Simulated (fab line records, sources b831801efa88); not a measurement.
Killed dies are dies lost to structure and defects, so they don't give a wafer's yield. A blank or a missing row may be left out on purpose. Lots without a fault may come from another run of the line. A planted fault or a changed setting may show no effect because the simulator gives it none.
A struck lot beside a sound one | flow sky130 | 19 steps out of a route of 708
Sound: wafers L171.3, L171.4, L171.5. Struck: wafers L180.1, L180.3, L180.6. The cause comes at the end.
At each step with rows: each side's tool, then ch and its chambers, then its first start. Under that, the readings that differ: sound wafers | struck wafers | difference of the means | sigmas: that difference in standard deviations of wafers without a fault.
alike: readings whose means differ by less than 2 such deviations, and words and numbers that are the same on both sides. not compared: withheld readings, readings that some wafer has no value for, bounds like >300 that may hide the same value, and numbers for which the record gives no deviation and whose values overlap.
The two part at a step that has a row with sigmas, a row that says differs or no value, or rows on one side only. Numbers that don't overlap but have no deviation are shown without sigmas and don't part them. A reading that every wafer of one side lacks parts them only if that side has two wafers or more.

first, 1 step without rows for these wafers: SKY_FIELD_ISO_ANNEAL_26 (time 1800 s).
SKY_FIELD_ISO_CMP_27: polishes, stops on Si3N4, t overpolish 16 s, target thk 457.8 nm.
  sound on cmp-01 ch 0,2, day 2 07:46; struck on cmp-01 ch 0,1,3, day 4 11:14
  alike: motor_current_A, overpolish_run_s, time_to_endpoint_s
then, 5 steps without rows for these wafers: SKY_FIELD_ISO_WET_ETCH_28 (etches SiO2 in dHF, target depth 23.7 nm, time 47 s); SKY_FIELD_ISO_WET_ETCH_29 (etches Si3N4 in H3PO4, target depth 160 nm, time 1825 s); SKY_FIELD_ISO_WET_ETCH_30 (etches SiO2 in dHF, target depth 25 nm, time 50 s); SKY_NWELL_CLEAN_00 (cleans in SC1/SC2, time 150 s); SKY_NWELL_OXIDATION_01 (stabilise 600 s, purge 300 s, target thk 10 nm).
SKY_NWELL_THK_MEAS_02:
  sound on film_metro-02, day 2 10:05; struck on film_metro-01, day 4 15:13
  alike: NWELL_OXIDATION_THK
then, 4 steps without rows for these wafers: SKY_DNWELL_DEHYDRATE_00 (time 60 s); SKY_DNWELL_HMDS_01 (prime time 60 s); SKY_DNWELL_COAT_02 (resist thk 3000 nm); SKY_DNWELL_SOFTBAKE_03.
SKY_DNWELL_EXPOSE_04: exposes mask DNM, target cd 3000 nm.
  sound on iline_stepper-01 ch 0, day 2 17:47; struck on iline_stepper-01, day 4 23:36
  no value came back on the struck wafers for exposure_dose_mJ_cm2, focus_offset_nm (nm); on the sound wafers exposure_dose_mJ_cm2 reads 221.81 221.93 221.93
  alike: mask
then, 3 steps without rows for these wafers: SKY_DNWELL_PEB_05; SKY_DNWELL_DEVELOP_06 (develop time 60 s); SKY_DNWELL_IMPLANT_07.
SKY_DNWELL_STRIP_08: strips in O2/N2.
  sound on plasma_asher-04 ch 0,1, day 3 01:33; struck on plasma_asher-03 ch 0,1, day 5 08:40
  reading                     | sound       | struck      | difference | sigmas
  drypump_motor_current_A (A) | 6.0 5.8 5.8 | 5.8 4.9 4.9 | -0.7       | -2
  alike: oes_product_au, strip_time_to_endpoint_s
  not compared: rf_hours_counter_h
SKY_DNWELL_TW_MEAS_09:
  sound on film_metro-04, day 3 01:38; struck on film_metro-02, day 5 08:46
  reading   | sound          | struck   | difference | sigmas
  DNWELL_TW | 1117 1116 1113 | 30 30 30 | -1085      | -99 or more
then, 1 step without rows for these wafers: SKY_PWDE_DEHYDRATE_00 (time 60 s).

WHERE THEY PART
First at SKY_DNWELL_EXPOSE_04; last, within this record, at SKY_DNWELL_TW_MEAS_09.

WHY: what the simulator had put in
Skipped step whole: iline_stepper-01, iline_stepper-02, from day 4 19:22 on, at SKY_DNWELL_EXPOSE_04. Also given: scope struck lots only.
